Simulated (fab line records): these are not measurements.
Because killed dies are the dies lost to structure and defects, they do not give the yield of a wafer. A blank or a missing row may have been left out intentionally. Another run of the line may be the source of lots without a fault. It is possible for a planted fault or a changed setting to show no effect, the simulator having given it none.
Which of the tools did it? + flow sky130 + Sampling: 12 lots, 36 wafers, 3 of 708 route steps

== WHAT THE GAUGES SHOWED, per wafer ==
SKY_METAL4_OVL_MEAS_14. Usual: for METAL4_OVL the level is 1 nm and the standard deviation is 5.5.
| lot  | measured     | on         | METAL4_OVL (nm) | flag |
|------|--------------|------------|-----------------|------|
| L359 | day 41 23:10 | overlay-02 | 2 3 6           |      |
| L360 | day 42 18:16 | overlay-02 | 13 4 12         |      |
| L361 | day 42 18:41 | overlay-02 | -9 -9 -11       |      |
| L362 | day 43 06:17 | overlay-02 | 6 0 5           |      |
| L367 | day 44 15:52 | overlay-02 | 11 15 11        |      |
| L370 | day 45 18:26 | overlay-02 | 3 4 -8          |      |
| L372 | day 46 05:49 | overlay-02 | 0 -1 -3         |      |
| L374 | day 46 15:14 | overlay-02 | 4 2 0           |      |
| L376 | day 46 23:56 | overlay-02 | 4 13 7          |      |
| L378 | day 47 01:01 | overlay-01 | -4 2 5          |      |
| L377 | day 47 06:34 | overlay-01 | 2 0 -1          |      |
| L380 | day 48 02:35 | overlay-02 | 0 -1 2          |      |

== TOOL THAT RAN EACH LOT (tool first, then ch and the chambers of the sampled wafers, then the start) ==
| lot  | SKY_VIA3_SPUTTER_20          | SKY_METAL4_SPUTTER_00        |
|------|------------------------------|------------------------------|
| L359 | pvd-sputter-04, day 39 22:07 | pvd-sputter-03, day 39 22:47 |
| L360 | pvd-sputter-04, day 40 16:20 | pvd-sputter-03, day 40 17:00 |
| L361 | pvd-sputter-04, day 40 17:02 | pvd-sputter-03, day 40 17:43 |
| L362 | pvd-sputter-03, day 41 06:22 | pvd-sputter-02, day 41 07:08 |
| L367 | pvd-sputter-04, day 42 16:45 | pvd-sputter-04, day 42 17:25 |
| L370 | pvd-sputter-04, day 43 21:06 | pvd-sputter-03, day 43 22:26 |
| L372 | pvd-sputter-04, day 44 09:07 | pvd-sputter-02, day 44 09:46 |
| L374 | pvd-sputter-01, day 44 19:29 | pvd-sputter-04, day 44 20:09 |
| L376 | pvd-sputter-01, day 45 05:02 | pvd-sputter-03, day 45 05:42 |
| L378 | pvd-sputter-01, day 45 07:13 | pvd-sputter-04, day 45 08:00 |
| L377 | pvd-sputter-04, day 45 13:33 | pvd-sputter-02, day 45 14:13 |
| L380 | pvd-sputter-04, day 46 08:52 | pvd-sputter-03, day 46 09:31 |
- SKY_VIA3_SPUTTER_20: material TiN, target thk 20 nm, time 80 s.
- SKY_METAL4_SPUTTER_00: material Ti, target thk 15 nm, time 10 s.

== AS READ BY THE TOOLS THEMSELVES (means over the sampled wafers that have a number; for cases with no such wafer, the mark the record gives instead) ==
SKY_VIA3_SPUTTER_20. Usual: cathode-dc-power-W 4000.1 W, standard deviation 0.73; throttle-valve-pct 30.5 %, standard deviation 0.78.
| lot  | tool           | cathode-dc-power-W (W) | throttle-valve-pct (%) | flag |
|------|----------------|------------------------|------------------------|------|
| L359 | pvd-sputter-04 | 4000.0                 | 30.8                   |      |
| L360 | pvd-sputter-04 | 3999.9                 | 30.5                   |      |
| L361 | pvd-sputter-04 | 3999.3                 | 30.7                   |      |
| L362 | pvd-sputter-03 | 4000.4                 | 30.3                   |      |
| L367 | pvd-sputter-04 | 4000.1                 | 30.4                   |      |
| L370 | pvd-sputter-04 | 4000.9                 | 30.2                   |      |
| L372 | pvd-sputter-04 | 3999.8                 | 30.9                   |      |
| L374 | pvd-sputter-01 | 3999.7                 | 30.3                   |      |
| L376 | pvd-sputter-01 | 4000.2                 | 29.8                   |      |
| L378 | pvd-sputter-01 | 3999.6                 | 30.2                   |      |
| L377 | pvd-sputter-04 | 3999.8                 | 30.8                   |      |
| L380 | pvd-sputter-04 | 3999.9                 | 31.1                   |      |

SKY_METAL4_SPUTTER_00. Usual: cathode-dc-power-W 2999.9 W, standard deviation 0.53; throttle-valve-pct 30.2 %, standard deviation 0.75.
| lot  | tool           | cathode-dc-power-W (W) | throttle-valve-pct (%) | flag |
|------|----------------|------------------------|------------------------|------|
| L359 | pvd-sputter-03 | 2999.8                 | 30.0                   |      |
| L360 | pvd-sputter-03 | 3000.0                 | 30.1                   |      |
| L361 | pvd-sputter-03 | 2999.3                 | 30.1                   |      |
| L362 | pvd-sputter-02 | 2999.7                 | 29.5                   |      |
| L367 | pvd-sputter-04 | 3000.5                 | 31.2                   |      |
| L370 | pvd-sputter-03 | 3000.3                 | 30.3                   |      |
| L372 | pvd-sputter-02 | 3000.1                 | 29.5                   |      |
| L374 | pvd-sputter-04 | 3000.3                 | 30.4                   |      |
| L376 | pvd-sputter-03 | 2999.8                 | 30.4                   |      |
| L378 | pvd-sputter-04 | 2999.8                 | 30.2                   |      |
| L377 | pvd-sputter-02 | 3000.1                 | 29.5                   |      |
| L380 | pvd-sputter-03 | 3000.1                 | 30.3                   |      |

== THE ANSWER, worked out from the rows above alone ==
Rule: a lot is off if the mean of its wafers that have a number lies more than 3 standard deviations from the usual mean. Also off: a lot with no number at a reading for which 4 or more lots have one. Any other lot the step has rows for is counted as sound. The gauges are gone through in route order, then the tools' own readings, and for those a lot's mean is taken as printed above. At the first step where some lot is off, the reading lying furthest off is the one used; lots without a number count as furthest.
No lot is off at any reading shown: from this, nothing can be told.

== WHAT HAD BEEN PUT IN BY THE SIMULATOR ==
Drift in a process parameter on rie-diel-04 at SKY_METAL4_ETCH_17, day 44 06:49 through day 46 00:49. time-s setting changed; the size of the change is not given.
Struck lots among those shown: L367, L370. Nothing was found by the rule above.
